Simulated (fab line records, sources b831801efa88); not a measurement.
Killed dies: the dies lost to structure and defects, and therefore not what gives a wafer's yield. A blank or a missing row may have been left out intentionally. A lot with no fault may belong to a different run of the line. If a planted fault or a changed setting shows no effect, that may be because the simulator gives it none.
Which tool was responsible? -- flow gf180mcu -- route of 602 steps, sampled at 1 step: 12 lots, 36 wafers

## WHAT THE GAUGES READ, wafer by wafer
GF_STI_CD_MEAS_12: target cd 220 nm.
lot,measured,on,cd-nm (nm)
L925,day 2 06:57,cd-sem-02,221.0 221.0 221.8
L926,day 2 10:50,cd-sem-02,219.6 218.9 217.6
L927,day 2 16:28,cd-sem-02,219.2 219.6 219.4
L928,day 2 22:42,cd-sem-02,219.8 218.5 219.8
L929,day 3 03:22,cd-sem-01,218.9 218.0 217.9
L930,day 3 08:08,cd-sem-01,218.8 218.4 218.1
L932,day 3 20:44,cd-sem-01,218.5 218.5 219.4
L936,day 4 15:31,cd-sem-01,218.9 218.3 217.4
L940,day 5 12:22,cd-sem-02,222.0 222.1 222.0
L941,day 5 16:48,cd-sem-02,219.4 218.4 220.5
L942,day 5 22:46,cd-sem-02,220.0 219.9 219.7
L947,day 7 00:07,cd-sem-01,217.2 218.2 218.5

## WHAT TOOL EACH LOT RAN ON (gives the tool, then ch and the chambers of the sampled wafers, and finally the start)
The record shows no process step preceding these readings.

## WHAT THE TOOLS THEMSELVES READ (means of the sampled wafers that have a number; where no wafer has one, the mark that the record gives instead)
The record holds no such reading with a usual standard deviation.

## THE ANSWER, worked out from the rows above alone
Rule: the lots themselves supply what counts as usual. Put in order of their means at a reading, lots are off if they are a third of the lots or fewer, leave a main group of 4 or more, and stand apart from it by a gap of 3 or more times the standard deviation of the main group's means; of several such gaps the widest counts. The tables above print the reading to a certain number of digits; a main group whose means all agree to those digits is not used. A lot without any number at a reading at which 4 lots or more have one is off too. Where the step has rows for the other lots, those lots are counted as sound. Order of review: gauges by route order, followed by the tools' own readings, for which a lot's mean as printed above is used. At the first step where some lot is off, the reading lying furthest off is the one used; lots without a number count as furthest.
None of the lots is off at any reading shown; this tells nothing.

## WHAT HAD BEEN PUT IN BY THE SIMULATOR
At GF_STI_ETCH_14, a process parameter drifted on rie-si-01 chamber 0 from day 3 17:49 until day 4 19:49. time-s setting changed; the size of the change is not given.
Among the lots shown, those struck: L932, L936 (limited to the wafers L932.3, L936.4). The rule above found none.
